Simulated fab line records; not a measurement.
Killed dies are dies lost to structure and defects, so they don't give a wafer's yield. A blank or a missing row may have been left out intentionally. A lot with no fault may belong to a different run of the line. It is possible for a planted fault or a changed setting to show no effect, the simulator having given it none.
What tool caused it? -- flow sky130 -- at 1 step of a route of 708, 15 lots with 45 wafers sampled

== WHAT EACH GAUGE READ, for each wafer ==
Not one reading of a measure or inspect step in the record can be checked against a usual standard deviation.

== WHAT TOOL EACH LOT RAN ON (gives the tool, then ch and the chambers of the sampled wafers, and finally the start) ==
lot,SKY_VT_ADJUST_HVTP_EXPOSE_04
L495,"iline stepper-01 ch 0, day 5 13:52"
L496,"iline stepper-01 ch 0, day 5 20:10"
L497,"iline stepper-01 ch 0, day 6 04:01"
L500,"iline stepper-01 ch 0, day 6 20:51"
L501,"iline stepper-01 ch 0, day 7 04:26"
L504,"iline stepper-02 ch 0, day 8 21:08"
L505,"iline stepper-01 ch 0, day 8 21:59"
L507,"iline stepper-01 ch 0, day 9 00:06"
L511,"iline stepper-02 ch 0, day 10 01:05"
L512,"iline stepper-01, day 10 03:30"
L514,"iline stepper-02, day 10 12:05"
L513,"iline stepper-02, day 10 12:21"
L515,"iline stepper-01 ch 0, day 10 23:59"
L516,"iline stepper-02 ch 0, day 11 07:03"
L517,"iline stepper-01 ch 0, day 11 10:38"
- SKY_VT_ADJUST_HVTP_EXPOSE_04: exposes mask HVTPM, target cd 380 nm.

== AS READ BY THE TOOLS THEMSELVES (means over the sampled wafers that have a number; for cases with no such wafer, the mark the record gives instead) ==
SKY_VT_ADJUST_HVTP_EXPOSE_04. Usual: exposure dose mJ cm2 140.01, standard deviation 0.11; focus offset nm 0.0 nm, standard deviation 0.51.
lot,tool,exposure dose mJ cm2,focus offset nm (nm),flag
L495,iline stepper-01,140.05,0.0,
L496,iline stepper-01,140.04,0.4,
L497,iline stepper-01,140.02,0.0,
L500,iline stepper-01,140.01,-0.4,
L501,iline stepper-01,139.98,-0.7,
L504,iline stepper-02,140.01,-0.1,
L505,iline stepper-01,139.96,0.9,
L507,iline stepper-01,139.97,0.1,
L511,iline stepper-02,140.03,0.1,
L512,iline stepper-01,-,-,OFF
L514,iline stepper-02,-,-,OFF
L513,iline stepper-02,-,-,OFF
L515,iline stepper-01,139.90,-0.0,
L516,iline stepper-02,140.09,0.2,
L517,iline stepper-01,140.07,-0.1,

== THE ANSWER, worked out from the rows above alone ==
Rule: a lot is off if the mean of its wafers that have a number lies more than 3 standard deviations from the usual mean. A lot without any number at a reading at which 4 lots or more have one is off too. Where the step has rows for the other lots, those lots are counted as sound. After the gauges, taken in route order, come the tools' own readings; for these a lot's mean is taken, as printed above. The first step at which some lot is off is used, and at that step the reading that is off furthest; a lot without a number counts as furthest.
Off, at SKY_VT_ADJUST_HVTP_EXPOSE_04 on exposure dose mJ cm2: L512, L514, L513. Without a number there: L512, L514, L513.
If a tool, at that step or one of the process steps before it, ran each lot that is off and ran no sound lot following the first of them, it fits. None of those tried fits.

== WHAT THE SIMULATOR PUT IN ==
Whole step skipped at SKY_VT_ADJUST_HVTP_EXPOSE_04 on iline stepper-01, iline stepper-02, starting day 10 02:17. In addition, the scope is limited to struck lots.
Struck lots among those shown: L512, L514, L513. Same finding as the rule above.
